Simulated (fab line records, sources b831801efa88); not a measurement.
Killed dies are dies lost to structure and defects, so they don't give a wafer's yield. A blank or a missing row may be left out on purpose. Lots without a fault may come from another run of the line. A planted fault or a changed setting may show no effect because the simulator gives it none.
A struck lot beside a sound one | flow gf180mcu | 14 steps out of a route of 602
Sound: wafers L704.2, L704.4, L704.6. Struck: wafers L710.4, L710.5, L710.6. The cause comes at the end.
At each step with rows: each side's tool, then ch and its chambers, then its first start. Under that, the readings that differ: sound wafers | struck wafers | difference of the means | sigmas: that difference in standard deviations of wafers without a fault.
alike: readings whose means differ by less than 2 such deviations, and words and numbers that are the same on both sides. not compared: withheld readings, readings that some wafer has no value for, bounds like >300 that may hide the same value, and numbers for which the record gives no deviation and whose values overlap.
The two part at a step that has a row with sigmas, a row that says differs or no value, or rows on one side only. Numbers that don't overlap but have no deviation are shown without sigmas and don't part them. A reading that every wafer of one side lacks parts them only if that side has two wafers or more.

first, 4 steps without rows for these wafers: GF_M2_SOFTBAKE_10 (time 60 s); GF_M2_EXPOSE_11 (exposes mask Metal2, target cd 280 nm); GF_M2_PEB_12 (peb time 90 s); GF_M2_DEVELOP_13 (develop time 60 s).
GF_M2_CD_MEAS_14: target cd 280 nm.
  sound on cd_sem-02, day 20 02:57; struck on cd_sem-01, day 22 12:46
  alike: cd_nm
GF_M2_OVL_MEAS_15:
  sound on overlay-02, day 20 03:03; struck on overlay-02, day 22 12:51
  alike: M2_OVL
GF_M2_METAL_ETCH_16: etches the open film in Cl2/BCl3, stops on SiO2, target depth 750.8 nm, time 125.1 s.
  sound on rie_metal-03 ch 1, day 20 03:05; struck on rie_metal-03 ch 0,1, day 22 12:55
  alike: drypump_motor_current_A, oes_product_au, rf_fwd_power_W, throttle_valve_pct
  not compared: rf_hours_counter_h
GF_M2_STRIP_17: strips in O2/N2.
  sound on plasma_asher-03 ch 0,1, day 20 03:13; struck on plasma_asher-02 ch 0,1, day 22 13:02
  alike: drypump_motor_current_A, heater_power_w, o2_flow_sccm, oes_product_au, strip_time_to_endpoint_s
  not compared: rf_hours_counter_h
then, 3 steps without rows for these wafers: GF_M2_STRIP_18 (strips in post etch residue remover, time 1200 s); GF_M2_CLEAN_19 (cleans in DIW); GF_V2_CVD_00 (deposits SiO2, target thk 600 nm, time 100 s).
GF_V2_THK_MEAS_01:
  sound on film_metro-04, day 20 03:52; struck on film_metro-04, day 22 13:58
  alike: V2_CVD_00_THK
GF_V2_CVD_02: deposits SiO2 from TEOS, target thk 850 nm, time 94.851 s.
  sound on pecvd-04 ch 0,1,2, day 20 03:55; struck on pecvd-01 ch 0,1,2, day 22 14:02
  no value came back on the struck wafers for heater_power_outer_w (W), heater_power_w (W), rf_fwd_power_W (W); on the sound wafers heater_power_outer_w (W) reads 267 431 478
GF_PASSIVATION_PROBE_99:
  the record has rows for the sound wafers here (prober-01, day 29 21:37) and none for the struck ones

WHERE THEY PART
First at GF_V2_CVD_02; last, within this record, at GF_PASSIVATION_PROBE_99.

WHY: what the simulator had put in
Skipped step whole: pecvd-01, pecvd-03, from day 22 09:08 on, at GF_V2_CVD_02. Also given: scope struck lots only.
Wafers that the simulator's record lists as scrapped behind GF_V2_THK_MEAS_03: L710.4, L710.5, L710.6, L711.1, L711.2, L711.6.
